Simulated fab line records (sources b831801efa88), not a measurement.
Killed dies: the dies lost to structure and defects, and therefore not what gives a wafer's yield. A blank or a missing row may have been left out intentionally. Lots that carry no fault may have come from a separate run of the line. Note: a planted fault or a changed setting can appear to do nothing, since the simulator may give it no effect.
fab line records || flow gf180mcu
record: {"lots": 5, "wafers": 15, "last-day": 34}
route steps=602 shown V2@398 M3@409
lots with no fault: from the same line, run without faults
start-h: hours from the record's first day to the start of the lot's first wafer shown || wait-h: how many hours have passed since the lot's step before this one || " identical to the entry in the row above || L1.1+2: several wafers, shown together as one row || - no value present, or no start provided || * or withheld: withheld || < > ~ a bound
route shown NAME@n: a module of which the file shows steps, and the number in the route of the first || usual: the fault-free wafers' mean and standard deviation || same: alike in all rows || chamber/n: place in a boat || sites: per-site readings || _std_site: standard deviation of those values || _edge_site: inner sites' mean taken away from outer sites' mean || radius-mm: for every site, how far away it sits from the centre of the wafer || mask NAME#n: copy n || behind: the tool/chamber that last shaped the wafer || hold: the reason the lot was held/the length of the hold in hours/how it ended || device: the n, p or np transistor that did not switch || end of line: the route-end tests of the same wafers || a step given without rows: its recipe and nothing more || killed: dies that structure and defects cost at the first sort, which is not the same as the wafer's yield || map: a wafer's dies, marking killed ones x, the rest . and places with no die _
set.NAME: the setting that was run; set.NAME@STEP: the one run at that earlier step || model.NAME: the simulator's own value behind a step, which no gauge read
lots at selected steps of the route; one table per step, one row per wafer
services: the hour from which a tool's chamber was out of use, counted from the record's first day as start-h (under 0 if before that day), plus the number of hours and why
== steps ==
step: GF_V2_ETCH_16
recipe: {"chemistry": "N2/H2", "target-depth-a": "withheld", "overetch-a": "withheld", "time-s": "withheld", "target": "BARC", "ion-energy-ev": 200, "source-w": 500, "bias-w": 100, "pressure-mtorr": 30, "n2-flow-sccm": 100, "h2-flow-sccm": 200}
step: GF_V2_ETCH_17
recipe: {"chemistry": "C4F8/O2/Ar", "mask-material": "KrF", "target": "SiO2", "stop-on": "TiN", "source-w": 1500, "bias-w": 1200, "pressure-mtorr": 40, "c4f8-flow-sccm": "withheld", "O2_flow_sccm": 6, "Ar_flow_sccm": 300, "time-s": "withheld", "target-depth-a": 6300}
usual: {"chamber-pressure-mTorr": "40.00/0.036", "oes-product-au": "0.856/0.0043", "rf-fwd-power-W": "1494/4.8"}
{"lot.wafer": "L541.3", "tool": "rie-diel-01", "chamber": 0, "start-h": "-", "wait-h": "-", "chamber-pressure-mTorr": 40.01, "oes-product-au": 0.855, "rf-fwd-power-W": 1485}
{"lot.wafer": "L541.5", "tool": "rie-diel-01", "chamber": 3, "start-h": "-", "wait-h": "-", "chamber-pressure-mTorr": 40.02, "oes-product-au": 0.855, "rf-fwd-power-W": 1497}
{"lot.wafer": "L541.6", "tool": "rie-diel-01", "chamber": 0, "start-h": "-", "wait-h": "-", "chamber-pressure-mTorr": 40.02, "oes-product-au": 0.857, "rf-fwd-power-W": 1482}
{"lot.wafer": "L550.1", "tool": "rie-diel-03", "chamber": 3, "start-h": "-", "wait-h": "-", "chamber-pressure-mTorr": 40.09, "oes-product-au": 0.853, "rf-fwd-power-W": 1499}
{"lot.wafer": "L550.2", "tool": "rie-diel-03", "chamber": 0, "start-h": "-", "wait-h": "-", "chamber-pressure-mTorr": 39.97, "oes-product-au": 0.857, "rf-fwd-power-W": 1484}
{"lot.wafer": "L550.6", "tool": "rie-diel-03", "chamber": 2, "start-h": "-", "wait-h": "-", "chamber-pressure-mTorr": 39.98, "oes-product-au": 0.852, "rf-fwd-power-W": 1489}
{"lot.wafer": "L555.1", "tool": "rie-diel-01", "chamber": 2, "start-h": "-", "wait-h": "-", "chamber-pressure-mTorr": 40.01, "oes-product-au": 0.863, "rf-fwd-power-W": 1491}
{"lot.wafer": "L555.2", "tool": "rie-diel-01", "chamber": 0, "start-h": "-", "wait-h": "-", "chamber-pressure-mTorr": 40.02, "oes-product-au": 0.857, "rf-fwd-power-W": 1482}
{"lot.wafer": "L555.6", "tool": "rie-diel-01", "chamber": 0, "start-h": "-", "wait-h": "-", "chamber-pressure-mTorr": 39.95, "oes-product-au": 0.857, "rf-fwd-power-W": 1484}
{"lot.wafer": "L559.1", "tool": "rie-diel-01", "chamber": 2, "start-h": "-", "wait-h": "-", "chamber-pressure-mTorr": 40.04, "oes-product-au": 0.856, "rf-fwd-power-W": 1488}
{"lot.wafer": "L559.3", "tool": "rie-diel-01", "chamber": 3, "start-h": "-", "wait-h": "-", "chamber-pressure-mTorr": 40.06, "oes-product-au": 0.858, "rf-fwd-power-W": 1502}
{"lot.wafer": "L559.5", "tool": "rie-diel-01", "chamber": 2, "start-h": "-", "wait-h": "-", "chamber-pressure-mTorr": 39.95, "oes-product-au": 0.860, "rf-fwd-power-W": 1498}
{"lot.wafer": "L561.2", "tool": "rie-diel-03", "chamber": 3, "start-h": "-", "wait-h": "-", "chamber-pressure-mTorr": 39.99, "oes-product-au": 0.853, "rf-fwd-power-W": 1502}
{"lot.wafer": "L561.4", "tool": "rie-diel-03", "chamber": 2, "start-h": "-", "wait-h": "-", "chamber-pressure-mTorr": 39.97, "oes-product-au": 0.862, "rf-fwd-power-W": 1495}
{"lot.wafer": "L561.6", "tool": "rie-diel-03", "chamber": 2, "start-h": "-", "wait-h": "-", "chamber-pressure-mTorr": 40.09, "oes-product-au": 0.858, "rf-fwd-power-W": 1494}
step: GF_V2_STRIP_18
recipe: {"chemistry": "O2/N2", "power-w": 1400, "pressure-mtorr": 1500, "platen-temp-c": 250, "o2-flow-sccm": 3000, "n2-flow-sccm": 300, "overash-fraction": 0.5}
step: GF_V2_STRIP_19
recipe: {"chemistry": "post-etch-residue-remover", "time-s": 1200, "temp-c": 72.5}
step: GF_V2_CLEAN_20
recipe: {"chemistry": "DIW", "dry": "n2-spin"}
step: GF_V2_SPUTTER_21
recipe: {"material": "Ti", "target-thk-nm": 15, "chamber-pressure-pa": 5, "power-w": 2500, "substrate-temp-c": 200, "time-s": 80.02}
usual: {"throttle-valve-pct": "29.6/0.72"}
{"lot.wafer": "L541.3", "tool": "pvd-sputter-03", "chamber": "-", "start-h": 493.97, "wait-h": 0.0, "throttle-valve-pct": 29.2}
{"lot.wafer": "L541.5", "tool": "pvd-sputter-03", "chamber": "-", "start-h": 493.97, "wait-h": 0.0, "throttle-valve-pct": 28.7}
{"lot.wafer": "L541.6", "tool": "pvd-sputter-03", "chamber": "-", "start-h": 493.97, "wait-h": 0.0, "throttle-valve-pct": 29.3}
{"lot.wafer": "L550.1", "tool": "pvd-sputter-01", "chamber": "-", "start-h": 561.52, "wait-h": 0.0, "throttle-valve-pct": 28.7}
{"lot.wafer": "L550.2", "tool": "pvd-sputter-01", "chamber": "-", "start-h": 561.52, "wait-h": 0.0, "throttle-valve-pct": 30.2}
{"lot.wafer": "L550.6", "tool": "pvd-sputter-01", "chamber": "-", "start-h": 561.52, "wait-h": 0.0, "throttle-valve-pct": 30.5}
{"lot.wafer": "L555.1", "tool": "pvd-sputter-03", "chamber": "-", "start-h": 606.20, "wait-h": 0.0, "throttle-valve-pct": 29.0}
{"lot.wafer": "L555.2", "tool": "pvd-sputter-03", "chamber": "-", "start-h": 606.20, "wait-h": 0.0, "throttle-valve-pct": 29.0}
{"lot.wafer": "L555.6", "tool": "pvd-sputter-03", "chamber": "-", "start-h": 606.20, "wait-h": 0.0, "throttle-valve-pct": 28.9}
{"lot.wafer": "L559.1", "tool": "pvd-sputter-01", "chamber": "-", "start-h": 632.45, "wait-h": 0.0, "throttle-valve-pct": 30.3}
{"lot.wafer": "L559.3", "tool": "pvd-sputter-01", "chamber": "-", "start-h": 632.45, "wait-h": 0.0, "throttle-valve-pct": 30.7}
{"lot.wafer": "L559.5", "tool": "pvd-sputter-01", "chamber": "-", "start-h": 632.45, "wait-h": 0.0, "throttle-valve-pct": 30.4}
{"lot.wafer": "L561.2", "tool": "pvd-sputter-01", "chamber": "-", "start-h": 654.74, "wait-h": 0.0, "throttle-valve-pct": 30.7}
{"lot.wafer": "L561.4", "tool": "pvd-sputter-01", "chamber": "-", "start-h": 654.74, "wait-h": 0.0, "throttle-valve-pct": 30.1}
{"lot.wafer": "L561.6", "tool": "pvd-sputter-01", "chamber": "-", "start-h": 654.74, "wait-h": 0.0, "throttle-valve-pct": 30.3}
step: GF_V2_SPUTTER_22
recipe: {"material": "TiN", "target-thk-nm": 10, "chamber-pressure-pa": 5, "power-w": 4000, "time-s": 40}
step: GF_V2_CVD_23
recipe: {"material": "W", "target-thk-nm": 350, "time-s": 104.94, "temp-c": 400, "pressure-torr": 40}
usual: {"heater-power-w": "819/110"}
{"lot.wafer": "L541.3", "tool": "cvd-w-02", "chamber": 1, "start-h": 494.11, "wait-h": 0.1, "heater-power-w": 1021}
{"lot.wafer": "L541.5", "tool": "cvd-w-02", "chamber": 0, "start-h": 494.11, "wait-h": 0.1, "heater-power-w": 805}
{"lot.wafer": "L541.6", "tool": "cvd-w-02", "chamber": 1, "start-h": 494.11, "wait-h": 0.1, "heater-power-w": 1020}
{"lot.wafer": "L550.1", "tool": "cvd-w-01", "chamber": 1, "start-h": 561.67, "wait-h": 0.1, "heater-power-w": 770}
{"lot.wafer": "L550.2", "tool": "cvd-w-01", "chamber": 0, "start-h": 561.67, "wait-h": 0.1, "heater-power-w": 723}
{"lot.wafer": "L550.6", "tool": "cvd-w-01", "chamber": 0, "start-h": 561.67, "wait-h": 0.1, "heater-power-w": 717}
{"lot.wafer": "L555.1", "tool": "cvd-w-02", "chamber": 1, "start-h": 606.30, "wait-h": 0.0, "heater-power-w": 997}
{"lot.wafer": "L555.2", "tool": "cvd-w-02", "chamber": 0, "start-h": 606.30, "wait-h": 0.0, "heater-power-w": 826}
{"lot.wafer": "L555.6", "tool": "cvd-w-02", "chamber": 0, "start-h": 606.30, "wait-h": 0.0, "heater-power-w": 815}
{"lot.wafer": "L559.1", "tool": "cvd-w-02", "chamber": 0, "start-h": 632.55, "wait-h": 0.0, "heater-power-w": 824}
{"lot.wafer": "L559.3", "tool": "cvd-w-02", "chamber": 0, "start-h": 632.55, "wait-h": 0.0, "heater-power-w": 817}
{"lot.wafer": "L559.5", "tool": "cvd-w-02", "chamber": 1, "start-h": 632.55, "wait-h": 0.0, "heater-power-w": 1019}
{"lot.wafer": "L561.2", "tool": "cvd-w-01", "chamber": 0, "start-h": 654.84, "wait-h": 0.0, "heater-power-w": 707}
{"lot.wafer": "L561.4", "tool": "cvd-w-01", "chamber": 0, "start-h": 654.84, "wait-h": 0.0, "heater-power-w": 717}
{"lot.wafer": "L561.6", "tool": "cvd-w-01", "chamber": 1, "start-h": 654.84, "wait-h": 0.0, "heater-power-w": 756}
step: GF_V2_RS_MEAS_24
recipe: {"thk-meas-gauge": "four-point-probe", "reads": "W_of_V2_CVD_23+TiN_of_V2_SPUTTER_22+Ti_of_V2_SPUTTER_21"}
usual: {"V2_W_RS": "0.327/0.0049"}
{"lot.wafer": "L541.3", "tool": "film-metro-04", "chamber": "-", "start-h": 494.23, "wait-h": 0.1, "V2_W_RS[ohm/sq]": 0.332}
{"lot.wafer": "L541.5", "tool": "film-metro-04", "chamber": "-", "start-h": 494.23, "wait-h": 0.1, "V2_W_RS[ohm/sq]": 0.324}
{"lot.wafer": "L541.6", "tool": "film-metro-04", "chamber": "-", "start-h": 494.23, "wait-h": 0.1, "V2_W_RS[ohm/sq]": 0.339}
{"lot.wafer": "L550.1", "tool": "film-metro-01", "chamber": "-", "start-h": 561.78, "wait-h": 0.1, "V2_W_RS[ohm/sq]": 0.330}
{"lot.wafer": "L550.2", "tool": "film-metro-01", "chamber": "-", "start-h": 561.78, "wait-h": 0.1, "V2_W_RS[ohm/sq]": 0.328}
{"lot.wafer": "L550.6", "tool": "film-metro-01", "chamber": "-", "start-h": 561.78, "wait-h": 0.1, "V2_W_RS[ohm/sq]": 0.325}
{"lot.wafer": "L555.1", "tool": "film-metro-02", "chamber": "-", "start-h": 606.46, "wait-h": 0.1, "V2_W_RS[ohm/sq]": 0.328}
{"lot.wafer": "L555.2", "tool": "film-metro-02", "chamber": "-", "start-h": 606.46, "wait-h": 0.1, "V2_W_RS[ohm/sq]": 0.320}
{"lot.wafer": "L555.6", "tool": "film-metro-02", "chamber": "-", "start-h": 606.46, "wait-h": 0.1, "V2_W_RS[ohm/sq]": 0.320}
{"lot.wafer": "L559.1", "tool": "film-metro-01", "chamber": "-", "start-h": 632.67, "wait-h": 0.1, "V2_W_RS[ohm/sq]": 0.321}
{"lot.wafer": "L559.3", "tool": "film-metro-01", "chamber": "-", "start-h": 632.67, "wait-h": 0.1, "V2_W_RS[ohm/sq]": 0.321}
{"lot.wafer": "L559.5", "tool": "film-metro-01", "chamber": "-", "start-h": 632.67, "wait-h": 0.1, "V2_W_RS[ohm/sq]": 0.331}
{"lot.wafer": "L561.2", "tool": "film-metro-04", "chamber": "-", "start-h": 654.97, "wait-h": 0.1, "V2_W_RS[ohm/sq]": 0.330}
{"lot.wafer": "L561.4", "tool": "film-metro-04", "chamber": "-", "start-h": 654.97, "wait-h": 0.1, "V2_W_RS[ohm/sq]": 0.329}
{"lot.wafer": "L561.6", "tool": "film-metro-04", "chamber": "-", "start-h": 654.97, "wait-h": 0.1, "V2_W_RS[ohm/sq]": 0.334}
step: GF_V2_THK_MEAS_25
recipe: {"thk-meas-gauge": "xrf", "reads": "W_of_V2_CVD_23"}
usual: {"V2_W_THK": "347/6.2"}
{"lot.wafer": "L541.3", "tool": "film-metro-04", "chamber": "-", "start-h": 494.33, "wait-h": 0.1, "V2_W_THK[nm]": 342}
{"lot.wafer": "L541.5", "tool": "film-metro-04", "chamber": "-", "start-h": 494.33, "wait-h": 0.1, "V2_W_THK[nm]": 351}
{"lot.wafer": "L541.6", "tool": "film-metro-04", "chamber": "-", "start-h": 494.33, "wait-h": 0.1, "V2_W_THK[nm]": 336}
{"lot.wafer": "L550.1", "tool": "film-metro-01", "chamber": "-", "start-h": 561.90, "wait-h": 0.1, "V2_W_THK[nm]": 344}
{"lot.wafer": "L550.2", "tool": "film-metro-01", "chamber": "-", "start-h": 561.90, "wait-h": 0.1, "V2_W_THK[nm]": 343}
{"lot.wafer": "L550.6", "tool": "film-metro-01", "chamber": "-", "start-h": 561.90, "wait-h": 0.1, "V2_W_THK[nm]": 348}
{"lot.wafer": "L555.1", "tool": "film-metro-02", "chamber": "-", "start-h": 606.58, "wait-h": 0.1, "V2_W_THK[nm]": 348}
{"lot.wafer": "L555.2", "tool": "film-metro-02", "chamber": "-", "start-h": 606.58, "wait-h": 0.1, "V2_W_THK[nm]": 357}
{"lot.wafer": "L555.6", "tool": "film-metro-02", "chamber": "-", "start-h": 606.58, "wait-h": 0.1, "V2_W_THK[nm]": 354}
{"lot.wafer": "L559.1", "tool": "film-metro-01", "chamber": "-", "start-h": 632.79, "wait-h": 0.1, "V2_W_THK[nm]": 354}
{"lot.wafer": "L559.3", "tool": "film-metro-01", "chamber": "-", "start-h": 632.79, "wait-h": 0.1, "V2_W_THK[nm]": 351}
{"lot.wafer": "L559.5", "tool": "film-metro-01", "chamber": "-", "start-h": 632.79, "wait-h": 0.1, "V2_W_THK[nm]": 342}
{"lot.wafer": "L561.2", "tool": "film-metro-04", "chamber": "-", "start-h": 655.08, "wait-h": 0.1, "V2_W_THK[nm]": 346}
{"lot.wafer": "L561.4", "tool": "film-metro-04", "chamber": "-", "start-h": 655.08, "wait-h": 0.1, "V2_W_THK[nm]": 345}
{"lot.wafer": "L561.6", "tool": "film-metro-04", "chamber": "-", "start-h": 655.08, "wait-h": 0.1, "V2_W_THK[nm]": 340}
step: GF_V2_CMP_26
recipe: {"stop-on": "SiO2", "down-force-psi": 3.5, "platen-rpm": 60, "t-overpolish-s": 15, "target-thk-nm": 0, "pad-velocity-m-s": 0.94248}
step: GF_M3_SPUTTER_00
recipe: {"material": "Ti", "target-thk-nm": 37.5, "arriving-ion-energy-ev": 80, "substrate-temp-c": 200, "chamber-pressure-pa": 2, "power-w": 4000, "time-s": 150}
usual: {"throttle-valve-pct": "29.9/0.89"}
{"lot.wafer": "L541.3", "tool": "pvd-sputter-01", "chamber": "-", "start-h": 494.67, "wait-h": 0.2, "throttle-valve-pct": 30.7}
{"lot.wafer": "L541.5", "tool": "pvd-sputter-01", "chamber": "-", "start-h": 494.67, "wait-h": 0.2, "throttle-valve-pct": 30.6}
{"lot.wafer": "L541.6", "tool": "pvd-sputter-01", "chamber": "-", "start-h": 494.67, "wait-h": 0.2, "throttle-valve-pct": 30.2}
{"lot.wafer": "L550.1", "tool": "pvd-sputter-01", "chamber": "-", "start-h": 562.26, "wait-h": 0.1, "throttle-valve-pct": 30.1}
{"lot.wafer": "L550.2", "tool": "pvd-sputter-01", "chamber": "-", "start-h": 562.26, "wait-h": 0.1, "throttle-valve-pct": 29.1}
{"lot.wafer": "L550.6", "tool": "pvd-sputter-01", "chamber": "-", "start-h": 562.26, "wait-h": 0.1, "throttle-valve-pct": 28.5}
{"lot.wafer": "L555.1", "tool": "pvd-sputter-04", "chamber": "-", "start-h": 606.94, "wait-h": 0.1, "throttle-valve-pct": 28.7}
{"lot.wafer": "L555.2", "tool": "pvd-sputter-04", "chamber": "-", "start-h": 606.94, "wait-h": 0.1, "throttle-valve-pct": 29.2}
{"lot.wafer": "L555.6", "tool": "pvd-sputter-04", "chamber": "-", "start-h": 606.94, "wait-h": 0.1, "throttle-valve-pct": 29.3}
{"lot.wafer": "L559.1", "tool": "pvd-sputter-02", "chamber": "-", "start-h": 633.19, "wait-h": 0.2, "throttle-valve-pct": 30.5}
{"lot.wafer": "L559.3", "tool": "pvd-sputter-02", "chamber": "-", "start-h": 633.19, "wait-h": 0.2, "throttle-valve-pct": 30.8}
{"lot.wafer": "L559.5", "tool": "pvd-sputter-02", "chamber": "-", "start-h": 633.19, "wait-h": 0.2, "throttle-valve-pct": 29.5}
{"lot.wafer": "L561.2", "tool": "pvd-sputter-02", "chamber": "-", "start-h": 655.43, "wait-h": 0.1, "throttle-valve-pct": 30.7}
{"lot.wafer": "L561.4", "tool": "pvd-sputter-02", "chamber": "-", "start-h": 655.43, "wait-h": 0.1, "throttle-valve-pct": 29.7}
{"lot.wafer": "L561.6", "tool": "pvd-sputter-02", "chamber": "-", "start-h": 655.43, "wait-h": 0.1, "throttle-valve-pct": 29.8}
step: GF_M3_SPUTTER_01
recipe: {"material": "TiN", "target-thk-nm": 30, "power-w": 6500, "time-s": 25, "chamber-pressure-pa": 0.4}
usual: {"throttle-valve-pct": "29.9/0.89"}
{"lot.wafer": "L541.3", "tool": "pvd-sputter-01", "chamber": "-", "start-h": 494.77, "wait-h": 0.1, "throttle-valve-pct": 30.6, "model.TiN_of_M3_SPUTTER_01.thk-nm": 29.81}
{"lot.wafer": "L541.5", "tool": "pvd-sputter-01", "chamber": "-", "start-h": 494.77, "wait-h": 0.1, "throttle-valve-pct": 30.8, "model.TiN_of_M3_SPUTTER_01.thk-nm": 29.81}
{"lot.wafer": "L541.6", "tool": "pvd-sputter-01", "chamber": "-", "start-h": 494.77, "wait-h": 0.1, "throttle-valve-pct": 30.3, "model.TiN_of_M3_SPUTTER_01.thk-nm": 29.84}
{"lot.wafer": "L550.1", "tool": "pvd-sputter-01", "chamber": "-", "start-h": 562.36, "wait-h": 0.1, "throttle-valve-pct": 30.3, "model.TiN_of_M3_SPUTTER_01.thk-nm": 30.54}
{"lot.wafer": "L550.2", "tool": "pvd-sputter-01", "chamber": "-", "start-h": 562.36, "wait-h": 0.1, "throttle-valve-pct": 28.7, "model.TiN_of_M3_SPUTTER_01.thk-nm": 30.24}
{"lot.wafer": "L550.6", "tool": "pvd-sputter-01", "chamber": "-", "start-h": 562.36, "wait-h": 0.1, "throttle-valve-pct": 28.6, "model.TiN_of_M3_SPUTTER_01.thk-nm": 14.26}
{"lot.wafer": "L555.1", "tool": "pvd-sputter-04", "chamber": "-", "start-h": 607.04, "wait-h": 0.1, "throttle-valve-pct": 28.8, "model.TiN_of_M3_SPUTTER_01.thk-nm": 29.85}
{"lot.wafer": "L555.2", "tool": "pvd-sputter-04", "chamber": "-", "start-h": 607.04, "wait-h": 0.1, "throttle-valve-pct": 29.2, "model.TiN_of_M3_SPUTTER_01.thk-nm": 30.01}
{"lot.wafer": "L555.6", "tool": "pvd-sputter-04", "chamber": "-", "start-h": 607.04, "wait-h": 0.1, "throttle-valve-pct": 29.4, "model.TiN_of_M3_SPUTTER_01.thk-nm": 30.09}
{"lot.wafer": "L559.1", "tool": "pvd-sputter-02", "chamber": "-", "start-h": 633.29, "wait-h": 0.1, "throttle-valve-pct": 30.4, "model.TiN_of_M3_SPUTTER_01.thk-nm": 29.28}
{"lot.wafer": "L559.3", "tool": "pvd-sputter-02", "chamber": "-", "start-h": 633.29, "wait-h": 0.1, "throttle-valve-pct": 30.8, "model.TiN_of_M3_SPUTTER_01.thk-nm": 29.38}
{"lot.wafer": "L559.5", "tool": "pvd-sputter-02", "chamber": "-", "start-h": 633.29, "wait-h": 0.1, "throttle-valve-pct": 29.6, "model.TiN_of_M3_SPUTTER_01.thk-nm": 29.72}
{"lot.wafer": "L561.2", "tool": "pvd-sputter-02", "chamber": "-", "start-h": 655.53, "wait-h": 0.1, "throttle-valve-pct": 31.0, "model.TiN_of_M3_SPUTTER_01.thk-nm": 30.24}
{"lot.wafer": "L561.4", "tool": "pvd-sputter-02", "chamber": "-", "start-h": 655.53, "wait-h": 0.1, "throttle-valve-pct": 29.7, "model.TiN_of_M3_SPUTTER_01.thk-nm": 30.48}
{"lot.wafer": "L561.6", "tool": "pvd-sputter-02", "chamber": "-", "start-h": 655.53, "wait-h": 0.1, "throttle-valve-pct": 29.7, "model.TiN_of_M3_SPUTTER_01.thk-nm": 30.12}
step: GF_M3_SPUTTER_02
recipe: {"material": "AlCu", "target-thk-nm": 450, "power-w": 10600, "time-s": 23.9, "chamber-pressure-pa": 0.4}
usual: {"throttle-valve-pct": "29.9/0.88"}
{"lot.wafer": "L541.3", "tool": "pvd-sputter-01", "chamber": "-", "start-h": 494.80, "wait-h": 0.0, "throttle-valve-pct": 30.7}
{"lot.wafer": "L541.5", "tool": "pvd-sputter-01", "chamber": "-", "start-h": 494.80, "wait-h": 0.0, "throttle-valve-pct": 30.6}
{"lot.wafer": "L541.6", "tool": "pvd-sputter-01", "chamber": "-", "start-h": 494.80, "wait-h": 0.0, "throttle-valve-pct": 30.2}
{"lot.wafer": "L550.1", "tool": "pvd-sputter-01", "chamber": "-", "start-h": 562.39, "wait-h": 0.0, "throttle-valve-pct": 30.4}
{"lot.wafer": "L550.2", "tool": "pvd-sputter-01", "chamber": "-", "start-h": 562.39, "wait-h": 0.0, "throttle-valve-pct": 28.8}
{"lot.wafer": "L550.6", "tool": "pvd-sputter-01", "chamber": "-", "start-h": 562.39, "wait-h": 0.0, "throttle-valve-pct": 28.9}
{"lot.wafer": "L555.1", "tool": "pvd-sputter-04", "chamber": "-", "start-h": 607.07, "wait-h": 0.0, "throttle-valve-pct": 28.5}
{"lot.wafer": "L555.2", "tool": "pvd-sputter-04", "chamber": "-", "start-h": 607.07, "wait-h": 0.0, "throttle-valve-pct": 29.3}
{"lot.wafer": "L555.6", "tool": "pvd-sputter-04", "chamber": "-", "start-h": 607.07, "wait-h": 0.0, "throttle-valve-pct": 29.4}
{"lot.wafer": "L559.1", "tool": "pvd-sputter-02", "chamber": "-", "start-h": 633.32, "wait-h": 0.0, "throttle-valve-pct": 30.6}
{"lot.wafer": "L559.3", "tool": "pvd-sputter-02", "chamber": "-", "start-h": 633.32, "wait-h": 0.0, "throttle-valve-pct": 30.8}
{"lot.wafer": "L559.5", "tool": "pvd-sputter-02", "chamber": "-", "start-h": 633.32, "wait-h": 0.0, "throttle-valve-pct": 29.3}
{"lot.wafer": "L561.2", "tool": "pvd-sputter-02", "chamber": "-", "start-h": 655.56, "wait-h": 0.0, "throttle-valve-pct": 30.8}
{"lot.wafer": "L561.4", "tool": "pvd-sputter-02", "chamber": "-", "start-h": 655.56, "wait-h": 0.0, "throttle-valve-pct": 29.9}
{"lot.wafer": "L561.6", "tool": "pvd-sputter-02", "chamber": "-", "start-h": 655.56, "wait-h": 0.0, "throttle-valve-pct": 29.5}
== services ==
{"tool": "pvd-sputter-01", "chamber": 0, "start-h": 471.15, "hours": "-", "kind": "consumable-replace:kit"}
{"tool": "pvd-sputter-01", "chamber": 0, "start-h": 471.15, "hours": 18.0, "kind": "scheduled-down"}
{"tool": "pvd-sputter-01", "chamber": 0, "start-h": 471.15, "hours": 18.0, "kind": "vent-cycle"}
{"tool": "pvd-sputter-01", "chamber": "-", "start-h": 477.89, "hours": 9.2, "kind": "repair"}
{"tool": "rie-diel-03", "chamber": 0, "start-h": 487.77, "hours": "-", "kind": "clean"}
{"tool": "rie-diel-03", "chamber": 0, "start-h": 487.77, "hours": 25.4, "kind": "scheduled-down"}
{"tool": "rie-diel-03", "chamber": 0, "start-h": 487.77, "hours": 25.4, "kind": "vent-cycle"}
{"tool": "rie-diel-01", "chamber": 1, "start-h": 494.45, "hours": 2.1, "kind": "repair"}
{"tool": "cvd-w-02", "chamber": "-", "start-h": 499.74, "hours": 6.9, "kind": "pm"}
{"tool": "pvd-sputter-02", "chamber": "-", "start-h": 514.90, "hours": 1.1, "kind": "repair"}
{"tool": "pvd-sputter-02", "chamber": "-", "start-h": 546.38, "hours": 8.1, "kind": "repair"}
{"tool": "cvd-w-02", "chamber": "-", "start-h": 559.20, "hours": 6.2, "kind": "repair"}
{"tool": "pvd-sputter-04", "chamber": 2, "start-h": 577.43, "hours": "-", "kind": "consumable-replace:kit"}
{"tool": "pvd-sputter-04", "chamber": 2, "start-h": 577.43, "hours": 18.0, "kind": "scheduled-down"}
{"tool": "pvd-sputter-04", "chamber": 2, "start-h": 577.43, "hours": 18.0, "kind": "vent-cycle"}
{"tool": "rie-diel-03", "chamber": 1, "start-h": 577.66, "hours": 3.2, "kind": "repair"}
{"tool": "pvd-sputter-04", "chamber": "-", "start-h": 584.05, "hours": 13.2, "kind": "repair"}
{"tool": "rie-diel-01", "chamber": 1, "start-h": 606.92, "hours": 2.8, "kind": "repair"}
{"tool": "pvd-sputter-04", "chamber": "-", "start-h": 633.12, "hours": 9.8, "kind": "repair"}
{"tool": "pvd-sputter-03", "chamber": "-", "start-h": 638.32, "hours": 0.7, "kind": "repair"}
{"tool": "pvd-sputter-03", "chamber": 3, "start-h": 639.55, "hours": "-", "kind": "consumable-replace:kit"}
{"tool": "pvd-sputter-03", "chamber": 3, "start-h": 639.55, "hours": 18.0, "kind": "scheduled-down"}
{"tool": "pvd-sputter-03", "chamber": 3, "start-h": 639.55, "hours": 18.0, "kind": "vent-cycle"}
== key ==
first-sign none at tools or gauges
model-effect: {"step": "GF_M3_SPUTTER_01", "value": "TiN_of_M3_SPUTTER_01.thk-nm", "without": 30.44, "struck": 14.26}
met-at GF_M3_SPUTTER_01
struck-wafers L550.6
onset-between 494.77 562.36
fault: {"kind": "process-parameter-drift", "tool": "pvd-sputter-01", "chamber": "-", "onset-h": 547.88, "steps": "GF_M3_SPUTTER_01", "channel": "target-thk-nm", "offset": -16.181, "shape": "step", "end-h": 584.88, "scope": "struck-wafers-only", "acts-in": "these-recipes-only", "stated": 30}
